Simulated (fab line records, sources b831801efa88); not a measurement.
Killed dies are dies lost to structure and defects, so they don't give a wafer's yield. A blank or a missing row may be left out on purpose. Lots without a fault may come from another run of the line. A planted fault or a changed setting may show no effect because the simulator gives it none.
Problem report in the 8D (eight disciplines) form, filled by code | flow sky130 | the parts of the form that need people (team, actions taken, sign-off) are left out

1. THE PROBLEM
tube_center_temp_C at SKY_GATE_OXIDE_OXIDATION_16 reads a mean of 789.81 C on 9 wafers of 3 lots; wafers without a fault read 800.01 C with a standard deviation of 0.075. That is -99 or more standard deviations from the usual mean.
The step: stabilise 600 s, purge 300 s, target thk 3.57 nm.
First seen on wafer L882.1, day 19 12:13, on furnace-02. The record holds 21 wafers of 7 lots with a number at this step. Rule for "out", or "out of limits": more than 4 standard deviations from the usual mean. The other wafers with a number count as sound.

2. WHAT IT IS AND WHAT IT IS NOT
question                    | is                                                                                                                                   | is not
which readings at this step | tube_center_temp_C, spike_tc_bottom_C, spike_tc_centre_C, spike_tc_lower_C, spike_tc_top_C, spike_tc_upper_C, tube_center_temp_C_max | -
which lots                  | L882, L883, L884                                                                                                                     | L868, L876, L877, L885
which wafers of those lots  | all that have a number                                                                                                               | -
read on which tools         | furnace-02                                                                                                                           | furnace-01
when                        | from day 19 12:13                                                                                                                    | up to then (9 sound wafers); but 3 sound wafers of L885 came after

3. SUSPECTS, AND WHAT RULES EACH OUT
Counting: a tool at a process step up to the reading stays a suspect if it ran every lot that is out and no sound lot after the first of them.
- furnace-02 at SKY_GATE_OXIDE_OXIDATION_16 (stabilise 600 s, purge 300 s, target thk 3.57 nm): kept. It ran every lot that is out, first L882 (day 19 12:13), and no sound lot after that; its last sound lot up to then is L877 (day 17 14:03). Its own readings are out on those wafers: spike_tc_bottom_C, spike_tc_centre_C, spike_tc_lower_C, spike_tc_top_C, spike_tc_upper_C, tube_center_temp_C, tube_center_temp_C_max.
Left after counting: furnace-02 at SKY_GATE_OXIDE_OXIDATION_16.

4. THE CAUSE (what the simulator had put in)
Process parameter drift: furnace-02, from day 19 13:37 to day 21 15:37, at SKY_GATE_OXIDE_OXIDATION_16. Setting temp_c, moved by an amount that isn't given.
Counting left only this tool.

5. THE CHAIN OF EFFECTS, in route order
Each row: a reading whose mean over the struck wafers that have a number lies more than 3 standard deviations from the usual. Only readings for which the record gives a usual standard deviation are gone through. hours: the time from each lot's start at the first step in this table that gives one to its start at this step, as a median over the lots. sigmas: the change in usual standard deviations.
hours | step                        | reading                | usual    | on struck wafers | change | sigmas
0     | SKY_GATE_OXIDE_OXIDATION_16 | spike_tc_bottom_C      | 820.3 C  | 810.6            | -9.7   | -10
0     | SKY_GATE_OXIDE_OXIDATION_16 | spike_tc_centre_C      | 800.2 C  | 790.5            | -9.7   | -9.7
0     | SKY_GATE_OXIDE_OXIDATION_16 | spike_tc_lower_C       | 801.9 C  | 789.7            | -12.2  | -6.4
0     | SKY_GATE_OXIDE_OXIDATION_16 | spike_tc_top_C         | 812.9 C  | 802.6            | -10.3  | -10
0     | SKY_GATE_OXIDE_OXIDATION_16 | spike_tc_upper_C       | 799.8 C  | 790.8            | -9.0   | -7.5
0     | SKY_GATE_OXIDE_OXIDATION_16 | tube_center_temp_C     | 800.01 C | 789.81           | -10.20 | -99 or more
0     | SKY_GATE_OXIDE_OXIDATION_16 | tube_center_temp_C_max | 802.08   | 791.95           | -10.13 | -34
The process steps in it:
- SKY_GATE_OXIDE_OXIDATION_16: stabilise 600 s, purge 300 s, target thk 3.57 nm.

6. WHAT WOULD HAVE CAUGHT IT SOONER
In this record the first reading out of limits was taken at day 19 12:13.
